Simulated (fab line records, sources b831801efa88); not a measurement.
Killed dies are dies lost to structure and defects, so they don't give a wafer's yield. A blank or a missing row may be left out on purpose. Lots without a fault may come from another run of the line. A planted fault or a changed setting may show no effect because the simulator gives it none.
Chamber matching | flow gf180mcu | GF_V1_CMP_04 on cmp-02: 4 sister chambers
The step polishes SiO2. 14 wafers are shown with their chamber, then 7 later ones without.

WAFERS WITH THEIR CHAMBER
wafer  | chamber | motor_current_A (A) | time_to_endpoint_s (s)
L433.1 | 0       | 10.7                | 81
L433.5 | 2       | 13.7                | 81
L433.6 | 3       | 9.4                 | 74
L436.3 | 0       | 11.3                | 85
L436.4 | 1       | 12.3                | 86
L436.6 | 0       | 10.9                | 86
L438.2 | 0       | 10.3                | 83
L438.3 | 1       | 11.1                | 79
L438.4 | 3       | 10.0                | 83
L444.4 | 0       | 10.4                | 89
L444.5 | 0       | 10.4                | 84
L444.6 | 3       | 9.5                 | 79
L445.1 | 1       | 11.8                | 73
L445.2 | 3       | 9.6                 | 77

SIGNATURES (means of the wafers above)
reading            | chamber 0 | chamber 1 | chamber 2 | chamber 3 | scatter within a chamber
motor_current_A    | 10.667    | 11.733    | 13.700    | 9.625     | 0.408
time_to_endpoint_s | 84.67     | 79.33     | 81.00     | 78.25     | 4.06
Rule: a wafer's distance from a chamber is the root of the sum, over the readings, of the square of ((its reading less the chamber's mean) divided by the reading's scatter). The wafer belongs to the nearest chamber; if the next one is less than 2 further off, it can't be placed. The scatter: the root of (the sum of the squares of (reading less its chamber's mean) over the shown wafers, divided by (wafers less chambers)).

WAFERS WITHOUT THEIR CHAMBER
wafer  | motor_current_A (A) | time_to_endpoint_s (s)
L445.4 | 12.9                | 77
L446.2 | 11.5                | 73
L446.3 | 9.9                 | 77
L446.5 | 9.6                 | 83
L453.1 | 12.0                | 76
L453.4 | 13.1                | 80
L453.5 | 13.3                | 81

WHICH CHAMBER EACH WENT THROUGH
wafer  | from the rows above     | in truth
L445.4 | can't be placed: 2 or 1 | 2
L446.2 | can't be placed: 1 or 0 | 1
L446.3 | can't be placed: 3 or 0 | 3
L446.5 | can't be placed: 3 or 0 | 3
L453.1 | 1                       | 1
L453.4 | can't be placed: 2 or 1 | 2
L453.5 | 2                       | 2
Placed correctly: 2 of 7. Can't be placed from these rows: 5 (the true chamber is among the candidates in 5). Placed wrongly: 0.
